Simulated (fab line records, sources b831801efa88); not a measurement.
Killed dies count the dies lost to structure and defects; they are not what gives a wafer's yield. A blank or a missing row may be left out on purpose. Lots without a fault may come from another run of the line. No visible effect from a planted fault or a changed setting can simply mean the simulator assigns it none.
fab line records	flow sky130
record: lots: 12	wafers: 36	last-day: 50
route steps=708 shown VIA2@519 METAL3@534 CAPM@551
lots that met no fault: from a run of the same line without faults
start-h: hours from the record's first day to the start of the lot's first wafer shown	wait-h: hours elapsed since this lot's preceding step	" identical to the entry in the row above	L1.1+2: a single row standing in for several wafers	- no value, or no start given	* or withheld: withheld	< > ~ a bound
route shown NAME@n: NAME is a module with steps in the file, n the number in the route of the first one	usual: mean/standard deviation taken from wafers without a fault	same: alike in all rows	chamber/n: place in a boat	sites: readings site by site	_std_site: the values' standard deviation	_edge_site: outer sites' mean less inner sites'	radius-mm: for every site, how far away it sits from the centre of the wafer	mask NAME#n: copy n	behind: the most recent tool/chamber to have shaped the wafer	hold: why the lot went on hold/how many hours it stayed there/how the hold came to an end	device: the transistor (n, p or np) that didn't switch	end of line: the route-end tests of the same wafers	a step given without rows: its recipe and nothing more	killed: at the first sort, the dies lost to defects and structure; wafer yield is something else	map: a wafer's dies, x killed, . not, _ none there
set.NAME: setting as actually run; set.NAME@STEP: the setting as run at that earlier step	model.NAME: the simulator's own value behind a step, which no gauge read
route steps across a sampled set of lots; one table per step, one row per wafer
services: the hour from which a tool's chamber was out of use, counted from the record's first day as start-h (under 0 if before that day), plus the number of hours and why
== steps ==
step: SKY_VIA2_CD_MEAS_12
recipe: target-cd-nm: 200
usual: cd-nm: 199.9/1.5
lot.wafer	tool	chamber	start-h	wait-h	cd-nm
L881.1	cd-sem-01	-	853.38	-	200.4
L881.3	"	-	"	"	200.0
L881.6	"	-	"	"	201.1
L885.1	cd-sem-01	-	875.75	-	197.7
L885.3	"	-	"	"	197.8
L885.6	"	-	"	"	198.5
L884.1	cd-sem-01	-	880.66	-	198.3
L884.4	"	-	"	"	199.0
L884.6	"	-	"	"	199.1
L886.1	cd-sem-01	-	896.42	-	197.7
L886.4	"	-	"	"	197.8
L886.6	"	-	"	"	198.8
L889.3	cd-sem-01	-	909.42	-	200.2
L889.5	"	-	"	"	201.1
L889.6	"	-	"	"	199.5
L890.1	cd-sem-02	-	915.70	-	199.5
L890.2	"	-	"	"	198.3
L890.5	"	-	"	"	198.2
L892.2	cd-sem-01	-	934.60	-	200.4
L892.3	"	-	"	"	202.0
L892.5	"	-	"	"	203.3
L893.1	cd-sem-01	-	943.00	-	196.8
L893.3	"	-	"	"	198.0
L893.4	"	-	"	"	197.1
L894.1	cd-sem-02	-	946.96	-	199.0
L894.2	"	-	"	"	198.8
L894.3	"	-	"	"	199.7
L895.1	cd-sem-02	-	958.05	-	195.9
L895.3	"	-	"	"	196.1
L895.6	"	-	"	"	197.5
L904.1	cd-sem-01	-	1015.01	-	199.6
L904.4	"	-	"	"	198.7
L904.5	"	-	"	"	201.8
L903.1	cd-sem-02	-	1018.91	-	199.3
L903.2	"	-	"	"	199.2
L903.3	"	-	"	"	199.5
step: SKY_METAL3_SPUTTER_02
recipe: material: AlCu	target-thk-nm: 735	power-w: 10600	time-s: 39.1	chamber-pressure-pa: 0.4
usual: chamber-pressure-pa: 0.4000/0.00078	throttle-valve-pct: 30.0/1.2
lot.wafer	tool	chamber	start-h	wait-h	chamber-pressure-pa	throttle-valve-pct
L881.1	pvd-sputter-01	-	855.26	0.0	0.3999	30.0
L881.3	"	-	"	"	0.4002	30.2
L881.6	"	-	"	"	0.4007	30.1
L885.1	pvd-sputter-03	-	877.39	0.0	0.4000	29.2
L885.3	"	-	"	"	0.4005	29.8
L885.6	"	-	"	"	0.3986	30.0
L884.1	pvd-sputter-01	-	882.23	0.0	0.4006	29.9
L884.4	"	-	"	"	0.4006	28.4
L884.6	"	-	"	"	0.4002	30.0
L886.1	pvd-sputter-01	-	897.99	0.0	0.4005	32.1
L886.4	"	-	"	"	0.3984	30.0
L886.6	"	-	"	"	0.4003	32.1
L889.3	pvd-sputter-01	-	910.98	0.0	0.4002	32.2
L889.5	"	-	"	"	0.4001	32.4
L889.6	"	-	"	"	0.4002	30.1
L890.1	pvd-sputter-01	-	917.27	0.0	0.3998	30.0
L890.2	"	-	"	"	0.3995	28.4
L890.5	"	-	"	"	0.3991	30.0
L892.2	pvd-sputter-01	-	936.30	0.0	0.4002	30.2
L892.3	"	-	"	"	0.3987	28.3
L892.5	"	-	"	"	0.4005	29.9
L893.1	pvd-sputter-01	-	944.83	0.0	0.4001	30.0
L893.3	"	-	"	"	0.4000	29.8
L893.4	"	-	"	"	0.4010	32.2
L894.1	pvd-sputter-01	-	948.75	0.0	0.4526	28.1
L894.2	"	-	"	"	0.3998	29.8
L894.3	"	-	"	"	0.4011	32.3
L895.1	pvd-sputter-01	-	959.63	0.0	0.4004	28.6
L895.3	"	-	"	"	0.3998	32.7
L895.6	"	-	"	"	0.4521	28.2
L904.1	pvd-sputter-03	-	1019.01	0.0	0.3994	30.3
L904.4	"	-	"	"	0.4011	30.0
L904.5	"	-	"	"	0.3997	29.0
L903.1	pvd-sputter-03	-	1021.96	0.0	0.4000	30.2
L903.2	"	-	"	"	0.4001	28.8
L903.3	"	-	"	"	0.4007	30.7
step: SKY_CAPM_STRIP_14
recipe: chemistry: O2/N2	power-w: 1400	pressure-mtorr: 1500	platen-temp-c: withheld	o2-flow-sccm: 3000	n2-flow-sccm: 300	overash-fraction: 0.5
usual: drypump-motor-current-A: 5.8/0.49	oes-product-au: 0.710/0.0041	strip-time-to-endpoint-s: 12.64/0.051
lot.wafer	tool	chamber	start-h	wait-h	drypump-motor-current-A	oes-product-au	rf-hours-counter-h	strip-time-to-endpoint-s
L881.1	plasma-asher-02	1	881.38	0.1	6.1	0.711	106	12.66
L881.3	"	0	"	"	4.9	0.711	-	12.69
L881.6	"	1	"	"	6.1	0.709	-	12.64
L885.1	plasma-asher-01	0	904.28	0.1	6.1	0.706	47	12.62
L885.3	"	1	"	"	5.7	0.713	-	12.56
L885.6	"	1	"	"	5.7	0.713	-	12.58
L884.1	plasma-asher-01	1	908.75	0.1	5.7	0.716	47	12.67
L884.4	"	0	"	"	6.1	0.710	-	12.71
L884.6	"	0	"	"	6.1	0.719	-	12.62
L886.1	plasma-asher-04	1	923.06	0.1	5.5	0.703	80	12.70
L886.4	"	0	"	"	6.6	0.704	-	12.67
L886.6	"	1	"	"	5.5	0.710	-	12.67
L889.3	plasma-asher-01	1	936.17	0.1	5.7	0.710	-	12.62
L889.5	"	0	"	"	6.1	0.708	-	12.69
L889.6	"	1	"	"	5.7	0.719	-	12.66
L890.1	plasma-asher-01	0	942.97	0.1	6.1	0.711	51	12.70
L890.2	"	1	"	"	5.7	0.716	51	12.70
L890.5	"	1	"	"	5.7	0.703	-	12.73
L892.2	plasma-asher-02	0	960.65	0.1	4.9	0.706	115	12.63
L892.3	"	0	"	"	4.9	0.709	-	12.62
L892.5	"	1	"	"	6.2	0.712	-	12.68
L893.1	plasma-asher-01	1	969.10	0.1	5.7	0.714	53	12.59
L893.3	"	0	"	"	6.1	0.710	-	12.59
L893.4	"	1	"	"	5.7	0.711	-	12.63
L894.1	plasma-asher-01	1	972.69	0.1	5.7	0.715	54	12.64
L894.2	"	0	"	"	6.1	0.706	54	12.67
L894.3	"	0	"	"	6.1	0.704	-	12.62
L895.1	plasma-asher-04	1	984.05	0.1	5.5	0.712	86	12.55
L895.3	"	0	"	"	6.6	0.707	-	12.56
L895.6	"	1	"	"	5.5	0.708	-	12.63
L904.1	plasma-asher-04	0	1040.31	0.1	6.6	0.703	90	12.61
L904.4	"	1	"	"	5.5	0.712	-	12.66
L904.5	"	0	"	"	6.6	0.710	-	12.58
L903.1	plasma-asher-01	1	1044.97	0.1	5.7	0.715	61	12.65
L903.2	"	0	"	"	6.1	0.714	61	12.64
L903.3	"	1	"	"	5.7	0.713	-	12.65
step: SKY_METAL3_ETCH_16
recipe: chemistry: N2/H2	target: BARC	ion-energy-ev: 200	bias-w: 100	pressure-mtorr: 30	n2-flow-sccm: 100	h2-flow-sccm: 200	icp-w: 500	stop-on: SiO2	time-s: 88.2	target-depth-a: 600
usual: drypump-motor-current-A: 5.4/0.55	oes-product-au: 0.626/0.0046	throttle-valve-pct: 13.205/0.0093
lot.wafer	tool	chamber	start-h	wait-h	drypump-motor-current-A	oes-product-au	rf-hours-counter-h	throttle-valve-pct
L881.1	rie-metal-04	1	908.64	0.0	4.9	0.628	16	13.215
L881.3	"	0	"	"	6.2	0.629	-	13.209
L881.6	"	0	"	"	6.2	0.632	-	13.202
L885.1	rie-metal-01	0	930.09	0.0	6.3	0.619	0	13.193
L885.3	"	0	"	"	6.3	0.619	-	13.214
L885.6	"	1	"	"	5.2	0.619	-	13.190
L884.1	rie-metal-02	0	934.27	0.0	5.1	0.623	6	13.195
L884.4	"	1	"	"	4.9	0.631	-	13.213
L884.6	"	0	"	"	5.2	0.625	-	13.207
L886.1	rie-metal-01	1	948.49	0.0	5.2	0.631	0	13.221
L886.4	"	0	"	"	6.2	0.625	-	13.215
L886.6	"	1	"	"	5.2	0.620	-	13.208
L889.3	rie-metal-02	1	960.93	0.0	4.9	0.629	-	13.209
L889.5	"	0	"	"	5.1	0.630	-	13.206
L889.6	"	1	"	"	4.9	0.628	-	13.199
L890.1	rie-metal-01	1	968.10	0.0	5.2	0.625	1	13.199
L890.2	"	0	"	"	6.3	0.620	3	13.208
L890.5	"	0	"	"	6.3	0.625	-	13.208
L892.2	rie-metal-02	0	985.28	0.0	5.1	0.628	9	13.195
L892.3	"	0	"	"	5.1	0.615	-	13.206
L892.5	"	1	"	"	4.9	0.621	-	13.198
L893.1	rie-metal-01	1	993.74	0.0	5.2	0.628	2	13.196
L893.3	"	0	"	"	6.3	0.628	-	13.200
L893.4	"	1	"	"	5.2	0.623	-	13.207
L894.1	rie-metal-02	1	996.89	0.0	4.9	0.628	11	13.208
L894.2	"	0	"	"	5.2	0.620	9	13.192
L894.3	"	0	"	"	5.1	0.626	-	13.203
L895.1	rie-metal-02	0	1007.89	0.0	5.1	0.619	10	13.198
L895.3	"	1	"	"	4.9	0.626	-	13.199
L895.6	"	1	"	"	4.9	0.618	-	13.222
L904.1	rie-metal-01	1	1062.55	0.0	5.2	0.628	7	13.185
L904.4	"	0	"	"	6.3	0.628	-	13.207
L904.5	"	0	"	"	6.2	0.631	-	13.195
L903.1	rie-metal-04	1	1067.73	0.0	4.9	0.628	5	13.193
L903.2	"	0	"	"	6.2	0.629	15	13.219
L903.3	"	1	"	"	4.9	0.626	-	13.209
== services ==
tool	chamber	start-h	hours	kind
plasma-asher-01	-	885.40	2.9	repair
rie-metal-01	-	888.85	2.8	pm
plasma-asher-04	-	905.75	9.4	repair
rie-metal-01	0	906.28	-	clean
rie-metal-01	0	906.28	15.8	scheduled-down
rie-metal-01	0	906.28	15.8	vent-cycle
rie-metal-01	1	931.06	-	clean
rie-metal-01	1	931.06	15.8	scheduled-down
rie-metal-01	1	931.06	15.8	vent-cycle
pvd-sputter-03	-	947.15	2.1	repair
rie-metal-04	1	961.55	-	clean
rie-metal-04	1	961.55	17.0	scheduled-down
rie-metal-04	1	961.55	17.0	vent-cycle
plasma-asher-02	-	961.62	2.8	pm
plasma-asher-01	-	963.62	2.8	pm
plasma-asher-04	-	980.43	0.8	repair
rie-metal-01	1	985.62	5.7	repair
plasma-asher-01	-	994.74	0.7	repair
plasma-asher-04	-	995.73	13.3	repair
rie-metal-02	-	1005.29	0.1	repair
rie-metal-02	-	1029.14	14.6	pm
plasma-asher-02	-	1055.25	9.0	pm
plasma-asher-02	0	1055.25	9.0	vent-cycle
rie-metal-02	1	1058.43	4.9	repair
== key ==
first-sign: step: SKY_METAL3_SPUTTER_02	reading: chamber-pressure-pa	direction: up	sigmas: 67	usual: 0.4000	struck: 0.4523
effect none on later readings
met-at SKY_METAL3_SPUTTER_02
struck-lots L894,L895
struck-wafers L894.1,L895.6
not-acting-at SKY_VIA2_CD_MEAS_12,SKY_CAPM_STRIP_14,SKY_METAL3_ETCH_16
onset-between 944.83 948.75
fault: kind: process-parameter-drift	tool: pvd-sputter-01	chamber: -	onset-h: 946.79	steps: SKY_METAL3_SPUTTER_02	channel: chamber-pressure-pa	offset: 0.052414	shape: step	end-h: 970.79	acts-in: these-recipes-only	stated: 0.4	scope: struck-wafers-only
